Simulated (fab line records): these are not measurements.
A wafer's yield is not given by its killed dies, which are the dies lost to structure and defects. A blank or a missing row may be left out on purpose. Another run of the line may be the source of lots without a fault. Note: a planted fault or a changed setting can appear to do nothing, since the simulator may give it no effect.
A struck lot beside a sound one / flow gf180mcu / 27 steps out of a route of 602
Sound: the wafers L714.1, L714.4, L714.5. Wafers struck: L710.1, L710.2, L710.4. At the end, the cause is stated.
Each step with rows lists, per side, the tool, then ch with its chambers, then its first start. Under that, the readings that differ: sound wafers / struck wafers / difference of the means / sigmas: that difference in standard deviations of wafers without a fault.
alike: readings whose means differ by less than 2 such deviations, and words and numbers that are the same on both sides. not compared: withheld readings, readings that some wafer has no value for, bounds like >300 that may hide the same value, and numbers for which the record gives no deviation and whose values overlap.
Wherever a step has rows on one side only, a row that says differs or no value, or a row with sigmas, the two part there. Numbers that have no deviation but don't overlap get no sigmas and don't part them. A reading missing from all wafers of one side parts the sides only when that side holds two or more wafers.

first, 1 step without rows for these wafers: GF_VT_IMPLANT_IMPLANT_08.
GF_VT_IMPLANT_STRIP_09: strips in O2/N2.
  sound on plasma_asher-02 ch 0,1, day 10 05:02; struck on plasma_asher-03 ch 0,1, day 9 03:05
  alike: chamber_pressure_mTorr, drypump_motor_current_A, heater_power_w, n2_flow_sccm, oes_product_au, strip_time_to_endpoint_s
  not compared: rf_hours_counter_h
GF_VT_IMPLANT_TW_MEAS_10:
  sound on film_metro-02, day 10 05:08; struck on film_metro-02, day 9 03:11
  alike: VT_IMPLANT_TW
then, 7 steps without rows for these wafers: GF_VT_IMPLANT_DEHYDRATE_11 (time 60 s); GF_VT_IMPLANT_HMDS_12 (prime time 60 s); GF_VT_IMPLANT_COAT_13 (resist thk 1000 nm); GF_VT_IMPLANT_SOFTBAKE_14 (time 60 s); GF_VT_IMPLANT_EXPOSE_15 (exposes mask Nwell LV AREA, target cd 860 nm); GF_VT_IMPLANT_PEB_16; GF_VT_IMPLANT_DEVELOP_17 (develop time 60 s).
GF_VT_IMPLANT_OVL_MEAS_18:
  sound on overlay-02, day 10 22:40; struck on overlay-01, day 9 20:22
  alike: VT_IMPLANT_01_OVL
then, 1 step without rows for these wafers: GF_VT_IMPLANT_IMPLANT_19.
GF_VT_IMPLANT_STRIP_20: strips in O2/N2.
  sound on plasma_asher-03 ch 0,1, day 10 22:51; struck on plasma_asher-03 ch 0,1, day 9 20:33
  no value came back on the struck wafers for any of 6 readings (chamber_pressure_mTorr (mTorr), drypump_motor_current_A (A) and others); on the sound wafers chamber_pressure_mTorr (mTorr) reads 1504.6 1499.1 1498.8
reading=model.NOVOLAK_of_VT_IMPLANT_COAT_13.thk_nm (nm); sound=0 0 0; struck=1003 1003 1002; difference=+1003; sigmas=
  not compared: rf_hours_counter_h
GF_VT_IMPLANT_TW_MEAS_21:
  sound on film_metro-01, day 10 22:57; struck on film_metro-04, day 9 20:39
  alike: VT_IMPLANT_2_TW
then, 7 steps without rows for these wafers: GF_VT_IMPLANT_DEHYDRATE_22 (time 60 s); GF_VT_IMPLANT_HMDS_23 (prime time 60 s); GF_VT_IMPLANT_COAT_24 (resist thk 1000 nm); GF_VT_IMPLANT_SOFTBAKE_25 (time 60 s); GF_VT_IMPLANT_EXPOSE_26 (exposes mask LVPWELL HV AREA, target cd 860 nm); GF_VT_IMPLANT_PEB_27; GF_VT_IMPLANT_DEVELOP_28 (develop time 60 s).
GF_VT_IMPLANT_OVL_MEAS_29:
  sound on overlay-01, day 11 17:15; struck on overlay-02, day 10 14:39
  alike: VT_IMPLANT_02_OVL
then, 1 step without rows for these wafers: GF_VT_IMPLANT_IMPLANT_30.
GF_VT_IMPLANT_STRIP_31: strips in O2/N2.
  sound on plasma_asher-04 ch 1, day 11 17:26; struck on plasma_asher-02 ch 0,1, day 10 14:50
reading=oes_product_au (a.u.); sound=0.706 0.711 0.717; struck=0.720 0.721 0.720; difference=+0.009; sigmas=+2
reading=strip_time_to_endpoint_s (s); sound=12.57 12.57 12.63; struck=27.62 27.61 27.61; difference=+15.02; sigmas=+99 or more
  alike: chamber_pressure_mTorr, drypump_motor_current_A, heater_power_w, n2_flow_sccm
  not compared: rf_hours_counter_h
GF_VT_IMPLANT_TW_MEAS_32:
  sound on film_metro-02, day 11 17:32; struck on film_metro-04, day 10 14:56
reading=VT_IMPLANT_3_TW; sound=274.1 273.3 273.5; struck=30.1 30.4 30.4; difference=-243.3; sigmas=-99 or more
then, 1 step without rows for these wafers: GF_VT_IMPLANT_DEHYDRATE_33 (time 60 s).
-- the record jumps here: 22 days lie between the struck wafers' starts before and after (it left off in module VT_IMPLANT and takes up again in module PASSIVATION, whose first step shown is number 602 of the route) --
GF_PASSIVATION_PROBE_99:
  only the struck wafers here have rows in the record (prober-01, day 32 21:20); the sound ones have none

WHERE THEY PART
First at GF_VT_IMPLANT_STRIP_20; last, within this record, at GF_PASSIVATION_PROBE_99.

WHY: whatever the simulator had introduced
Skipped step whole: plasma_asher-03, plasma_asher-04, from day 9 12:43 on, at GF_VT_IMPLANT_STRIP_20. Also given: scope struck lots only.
